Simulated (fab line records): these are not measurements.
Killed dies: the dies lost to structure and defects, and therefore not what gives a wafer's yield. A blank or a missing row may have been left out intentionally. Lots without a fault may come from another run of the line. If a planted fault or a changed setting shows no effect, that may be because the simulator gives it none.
Which of the tools did it? | flow sky130 | Sampling: 11 lots, 33 wafers, 5 of 708 route steps

WHAT THE GAUGES SHOWED, per wafer
SKY_LI_CONTACT_BOW_MEAS_03.
lot  | measured     | on            | LI_CONTACT_BOW (um)
L769 | day 28 11:08 | film_metro-02 | 63 54 48
L770 | day 28 20:20 | film_metro-02 | 53 56 52
L771 | day 29 10:56 | film_metro-02 | 55 49 56
L773 | day 30 06:41 | film_metro-04 | 54 57 49
L774 | day 30 09:23 | film_metro-04 | 48 54 42
L775 | day 30 16:36 | film_metro-04 | 49 57 55
L776 | day 31 07:07 | film_metro-02 | 61 57 51
L777 | day 31 16:13 | film_metro-04 | 49 48 57
L778 | day 31 18:25 | film_metro-01 | 57 59 56
L781 | day 32 17:53 | film_metro-02 | 49 36 46
L785 | day 34 01:19 | film_metro-02 | 59 53 50

SKY_LI_CONTACT_RS_MEAS_22: the measuring method here is four-point-probe.
lot  | measured     | on            | LI_CONTACT_W_RS (ohm/sq)
L769 | day 29 16:12 | film_metro-04 | 0.2830 0.2831 0.2816
L770 | day 30 01:37 | film_metro-02 | 0.2857 0.2849 0.2872
L771 | day 30 16:17 | film_metro-02 | 0.2825 0.2832 0.2810
L773 | day 31 11:01 | film_metro-02 | 0.2844 0.2897 0.2833
L774 | day 31 14:09 | film_metro-02 | 0.2837 0.2874 0.2899
L775 | day 31 20:49 | film_metro-04 | 0.2855 0.2842 0.2845
L776 | day 32 11:25 | film_metro-02 | 0.2821 0.2817 0.2812
L777 | day 32 20:13 | film_metro-04 | 0.2842 0.2826 0.2800
L778 | day 32 22:05 | film_metro-01 | 0.2865 0.2889 0.2851
L781 | day 33 21:15 | film_metro-04 | 0.2880 0.2908 0.2905
L785 | day 35 04:31 | film_metro-02 | 0.2833 0.2892 0.2877

WHICH TOOL RAN EACH LOT (tool, then ch and the chambers of the sampled wafers, then the start)
lot  | SKY_SPACER_ETCHBACK_02             | SKY_POLY_CUT_ETCH_11               | SKY_LI_CONTACT_CMP_02
L769 | rie_diel-01 ch 0,3, day 23 12:03   | rie_diel-01 ch 1,2, day 24 17:20   | cmp-02 ch 1,3, day 28 10:49
L770 | rie_diel-01 ch 0,2, day 23 20:39   | rie_diel-04 ch 0,1,2, day 25 02:20 | cmp-01 ch 1,2, day 28 20:02
L771 | rie_diel-04 ch 0,2,3, day 24 11:12 | rie_diel-01 ch 1,2,3, day 25 16:50 | cmp-01 ch 0,1,2, day 29 10:46
L773 | rie_diel-04 ch 0,3, day 25 08:50   | rie_diel-04 ch 2,3, day 26 14:35   | cmp-01 ch 0,1,2, day 30 06:25
L774 | rie_diel-04 ch 2,3, day 25 11:58   | rie_diel-04 ch 1,2,3, day 26 17:41 | cmp-02 ch 2,3, day 30 09:08
L775 | rie_diel-02 ch 0,2, day 25 19:01   | rie_diel-03 ch 0,2,3, day 26 23:47 | cmp-02 ch 0,3, day 30 16:20
L776 | rie_diel-04 ch 0,1, day 26 10:10   | rie_diel-01 ch 0,1,2, day 27 15:23 | cmp-01 ch 1,2,3, day 31 06:55
L777 | rie_diel-01 ch 0,1, day 26 20:55   | rie_diel-01 ch 0,1,3, day 28 02:28 | cmp-02 ch 0,1,3, day 31 15:55
L778 | rie_diel-04 ch 0,2,3, day 26 22:57 | rie_diel-03 ch 0,2,3, day 28 05:05 | cmp-02 ch 1,2,3, day 31 18:07
L781 | rie_diel-01 ch 0,1, day 28 01:04   | rie_diel-03 ch 1,2,3, day 29 05:59 | cmp-02 ch 1,2, day 32 17:34
L785 | rie_diel-01 ch 0,2,3, day 29 10:15 | rie_diel-03 ch 0,1,3, day 30 14:02 | cmp-02 ch 0,2,3, day 34 00:58
- SKY_SPACER_ETCHBACK_02: etches Si3N4 in CH3F/O2, stops on SiO2, time 46.7 s, target depth 45 nm.
- SKY_POLY_CUT_ETCH_11: etches Si3N4 in CF4/CH2F2/Ar, stops on poly-Si, time 42.5 s, target depth 60 nm.
- SKY_LI_CONTACT_CMP_02: polishes PSG.

AS READ BY THE TOOLS THEMSELVES (means over the sampled wafers that have a number; for cases with no such wafer, the mark the record gives instead)
SKY_SPACER_ETCHBACK_02.
lot  | tool        | drypump_motor_current_A (A) | oes_product_au (a.u.) | rf_fwd_power_W (W) | throttle_valve_pct (%)
L769 | rie_diel-01 | 5.6                         | 0.860                 | 393.3              | 10.559
L770 | rie_diel-01 | 5.7                         | 0.850                 | 396.1              | 10.562
L771 | rie_diel-04 | 5.8                         | 0.861                 | 396.3              | 10.565
L773 | rie_diel-04 | 5.7                         | 0.855                 | 395.9              | 10.561
L774 | rie_diel-04 | 5.9                         | 0.859                 | 396.1              | 10.560
L775 | rie_diel-02 | 6.1                         | 0.858                 | 396.1              | 10.565
L776 | rie_diel-04 | 6.4                         | 0.843                 | 395.2              | 10.561
L777 | rie_diel-01 | 6.3                         | 0.845                 | 395.7              | 10.557
L778 | rie_diel-04 | 5.8                         | 0.853                 | 394.8              | 10.567
L781 | rie_diel-01 | 6.3                         | 0.853                 | 395.1              | 10.562
L785 | rie_diel-01 | 5.8                         | 0.848                 | 394.9              | 10.553

SKY_POLY_CUT_ETCH_11.
lot  | tool        | drypump_motor_current_A (A) | oes_product_au (a.u.) | rf_fwd_power_W (W) | throttle_valve_pct (%)
L769 | rie_diel-01 | 6.7                         | 0.829                 | 594.1              | 15.005
L770 | rie_diel-04 | 6.2                         | 0.827                 | 592.9              | 14.991
L771 | rie_diel-01 | 6.3                         | 0.834                 | 594.4              | 14.994
L773 | rie_diel-04 | 5.9                         | 0.826                 | 594.0              | 14.996
L774 | rie_diel-04 | 6.0                         | 0.825                 | 593.3              | 14.996
L775 | rie_diel-03 | 5.8                         | 0.830                 | 593.7              | 14.990
L776 | rie_diel-01 | 6.2                         | 0.835                 | 595.8              | 15.004
L777 | rie_diel-01 | 6.0                         | 0.835                 | 592.4              | 14.996
L778 | rie_diel-03 | 5.8                         | 0.830                 | 592.4              | 14.985
L781 | rie_diel-03 | 5.9                         | 0.818                 | 592.0              | 14.994
L785 | rie_diel-03 | 6.0                         | 0.812                 | 591.9              | 14.998

SKY_LI_CONTACT_CMP_02.
lot  | tool   | motor_current_A (A) | time_to_endpoint_s (s)
L769 | cmp-02 | 11.5                | 33.0
L770 | cmp-01 | 12.2                | 31.5
L771 | cmp-01 | 11.7                | 28.6
L773 | cmp-01 | 12.2                | 31.7
L774 | cmp-02 | 13.3                | 33.9
L775 | cmp-02 | 12.6                | 32.8
L776 | cmp-01 | 12.1                | 33.1
L777 | cmp-02 | 12.5                | 29.8
L778 | cmp-02 | 12.2                | 31.7
L781 | cmp-02 | 12.1                | 34.3
L785 | cmp-02 | 13.2                | 34.9

THE ANSWER, worked out from the rows above alone
Rule: the usual values come from the lots themselves. Put in order of their means at a reading, lots are off if they are a third of the lots or fewer, leave a main group of 4 or more, and stand apart from it by a gap of 3 or more times the standard deviation of the main group's means; of several such gaps the widest counts. If all means in a main group match to the digits the tables above print for the reading, that group is not used. Also off: a lot with no number at a reading for which 4 or more lots have one. All remaining lots with rows at the step are treated as sound. Order of review: gauges by route order, followed by the tools' own readings, for which a lot's mean as printed above is used. The first step at which some lot is off is used, and at that step the reading that is off furthest; a lot without a number counts as furthest.
Across all readings shown, no lot is off: no conclusion can be drawn from this.

WHAT WAS PUT IN BY THE SIMULATOR
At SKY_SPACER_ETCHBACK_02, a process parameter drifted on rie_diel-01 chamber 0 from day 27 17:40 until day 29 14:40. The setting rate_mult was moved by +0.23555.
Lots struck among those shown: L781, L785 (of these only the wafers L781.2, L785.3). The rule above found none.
